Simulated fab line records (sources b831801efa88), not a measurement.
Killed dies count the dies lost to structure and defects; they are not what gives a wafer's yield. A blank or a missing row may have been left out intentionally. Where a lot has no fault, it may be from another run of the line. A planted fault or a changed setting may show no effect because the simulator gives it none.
What tool caused it?    flow sky130    Sampling: 11 lots, 33 wafers, 5 of 708 route steps

== WHAT EACH GAUGE READ, for each wafer ==
SKY_PWDE_TW_MEAS_10.
lot   measured     on             PWDE_TW
L278  day 4 07:13  film_metro-03  375.5 375.3 374.4
L280  day 4 20:40  film_metro-04  378.1 375.2 375.5
L282  day 5 01:28  film_metro-03  374.6 374.7 373.3
L283  day 5 11:49  film_metro-03  372.2 371.7 372.1
L286  day 6 05:10  film_metro-04  373.8 371.6 373.2
L289  day 6 21:55  film_metro-04  367.8 367.2 368.0
L291  day 7 10:08  film_metro-04  367.9 365.8 366.1
L292  day 7 13:07  film_metro-04  374.5 373.2 375.4
L293  day 7 20:52  film_metro-04  372.2 375.5 374.2
L295  day 8 12:07  film_metro-02  370.2 369.5 371.4
L296  day 8 13:49  film_metro-03  373.0 371.3 371.6

SKY_NWELL_RS_MEAS_31: measures by four-point-probe.
lot   measured      on             PWDE_RS (ohm/sq)
L278  day 5 18:19   film_metro-02  5286 5311 5267
L280  day 6 09:05   film_metro-02  5271 5243 5264
L282  day 6 14:50   film_metro-02  5257 5247 5276
L283  day 7 01:29   film_metro-02  5299 5303 5298
L286  day 7 20:19   film_metro-03  5278 5300 5277
L289  day 8 13:19   film_metro-03  5544 5529 5528
L291  day 9 02:51   film_metro-04  5551 5549 5548
L292  day 9 07:42   film_metro-04  5280 5294 5283
L293  day 9 15:30   film_metro-04  5313 5308 5304
L295  day 10 08:18  film_metro-02  5279 5302 5255
L296  day 10 10:13  film_metro-03  5261 5279 5271

SKY_LI_CONTACT_CD_MEAS_12 targets a cd of 170 nm.
lot   measured      on         cd_nm (nm)
L278  day 29 14:40  cd_sem-02  166.2 166.9 168.6
L280  day 30 08:35  cd_sem-01  169.4 168.0 167.3
L282  day 30 20:40  cd_sem-02  169.0 169.5 168.3
L283  day 31 08:54  cd_sem-02  168.9 170.3 170.4
L286  day 32 11:42  cd_sem-02  170.5 169.7 170.3
L289  day 33 10:08  cd_sem-01  170.2 171.8 171.4
L291  day 34 05:46  cd_sem-02  171.2 170.9 171.7
L292  day 34 09:44  cd_sem-01  170.3 168.4 168.6
L293  day 34 20:50  cd_sem-02  172.2 171.5 172.6
L295  day 35 22:35  cd_sem-02  172.0 172.1 173.1
L296  day 36 00:32  cd_sem-02  171.8 172.9 172.5

== TOOL THAT RAN EACH LOT (tool first, then ch and the chambers of the sampled wafers, then the start) ==
lot   SKY_PWDE_IMPLANT_08             SKY_SONOS_ONO_STRIP_17
L278  implanter-04 ch 0, day 4 06:58  plasma_asher-04 ch 0,1, day 13 01:35
L280  implanter-02 ch 0, day 4 20:25  plasma_asher-03 ch 0,1, day 13 22:00
L282  implanter-02 ch 0, day 5 01:13  plasma_asher-01 ch 0,1, day 14 06:42
L283  implanter-01 ch 0, day 5 11:35  plasma_asher-03 ch 0,1, day 14 16:47
L286  implanter-04 ch 0, day 6 04:56  plasma_asher-01 ch 0, day 15 19:48
L289  implanter-02 ch 0, day 6 21:40  plasma_asher-01 ch 0,1, day 16 22:47
L291  implanter-02 ch 0, day 7 09:55  plasma_asher-03 ch 0,1, day 17 16:53
L292  implanter-04 ch 0, day 7 12:52  plasma_asher-01 ch 0,1, day 17 23:42
L293  implanter-04 ch 0, day 7 20:38  plasma_asher-01 ch 1, day 18 07:41
L295  implanter-04 ch 0, day 8 11:52  plasma_asher-04 ch 0,1, day 19 08:51
L296  implanter-01 ch 0, day 8 13:36  plasma_asher-04 ch 0,1, day 19 13:57
- SKY_PWDE_IMPLANT_08
- SKY_SONOS_ONO_STRIP_17: strips in O2/N2.

== AS READ BY THE TOOLS THEMSELVES (means over the sampled wafers that have a number; for cases with no such wafer, the mark the record gives instead) ==
SKY_PWDE_IMPLANT_08.
lot   tool          dose_ions_cm2  faraday_current_uA
L278  implanter-04  3.6e+12        20.4
L280  implanter-02  3.6e+12        20.4
L282  implanter-02  3.6e+12        20.5
L283  implanter-01  3.6e+12        20.7
L286  implanter-04  3.6e+12        20.2
L289  implanter-02  3.4e+12        18.8
L291  implanter-02  3.4e+12        19.0
L292  implanter-04  3.6e+12        20.1
L293  implanter-04  3.6e+12        20.6
L295  implanter-04  3.6e+12        19.7
L296  implanter-01  3.6e+12        20.1

SKY_SONOS_ONO_STRIP_17.
lot   tool             drypump_motor_current_A (A)  oes_product_au (a.u.)  strip_time_to_endpoint_s (s)
L278  plasma_asher-04  5.7                          0.707                  14.17
L280  plasma_asher-03  5.6                          0.710                  14.11
L282  plasma_asher-01  6.4                          0.710                  14.13
L283  plasma_asher-03  5.8                          0.709                  14.16
L286  plasma_asher-01  6.3                          0.708                  14.12
L289  plasma_asher-01  6.4                          0.709                  14.11
L291  plasma_asher-03  5.6                          0.709                  14.09
L292  plasma_asher-01  6.4                          0.713                  14.07
L293  plasma_asher-01  6.5                          0.709                  14.12
L295  plasma_asher-04  5.5                          0.706                  14.14
L296  plasma_asher-04  5.8                          0.710                  14.06

== THE ANSWER, worked out from the rows above alone ==
Rule: the lots themselves supply what counts as usual. The widest of any qualifying gaps counts: lots, ordered by their means at a reading, are off when they make up no more than a third of the lots, leave a main group of 4 or more, and stand apart from it by 3 or more times the standard deviation of that group's means. Not used: any main group whose means are identical at the precision the tables above print for the reading. Also off: a lot with no number at a reading for which 4 or more lots have one. The other lots that the step has rows for count as sound. After the gauges, taken in route order, come the tools' own readings; for these a lot's mean is taken, as printed above. At the first step where some lot is off, the reading lying furthest off is the one used; lots without a number count as furthest.
Off: L289, L291, at SKY_NWELL_RS_MEAS_31 (PWDE_RS). Main group: mean 5282 ohm/sq, sd 16.
A tool fits if, at a process step before that reading, it ran every lot that is off, and no sound lot after the first of them. The gauges at SKY_NWELL_RS_MEAS_31 are tried like those tools. One fits: SKY_PWDE_IMPLANT_08 on implanter-02. A fault onset in the window from L282 (day 5 01:13, its last sound lot) to L289 (day 6 21:40, its first lot off) fits.
The tool's own readings at SKY_PWDE_IMPLANT_08 bear it out: on the lots that are off they differ by more than 5 times the standard deviation of the sound lots' means. dose_ions_cm2 reads 3.4e+12 there against 3.6e+12 on the sound lots.

== WHAT THE SIMULATOR PUT IN ==
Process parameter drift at SKY_PWDE_IMPLANT_08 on implanter-02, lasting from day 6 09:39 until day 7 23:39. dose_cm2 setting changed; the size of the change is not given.
Shown lots that were struck: L289, L291. The rule above found the same.
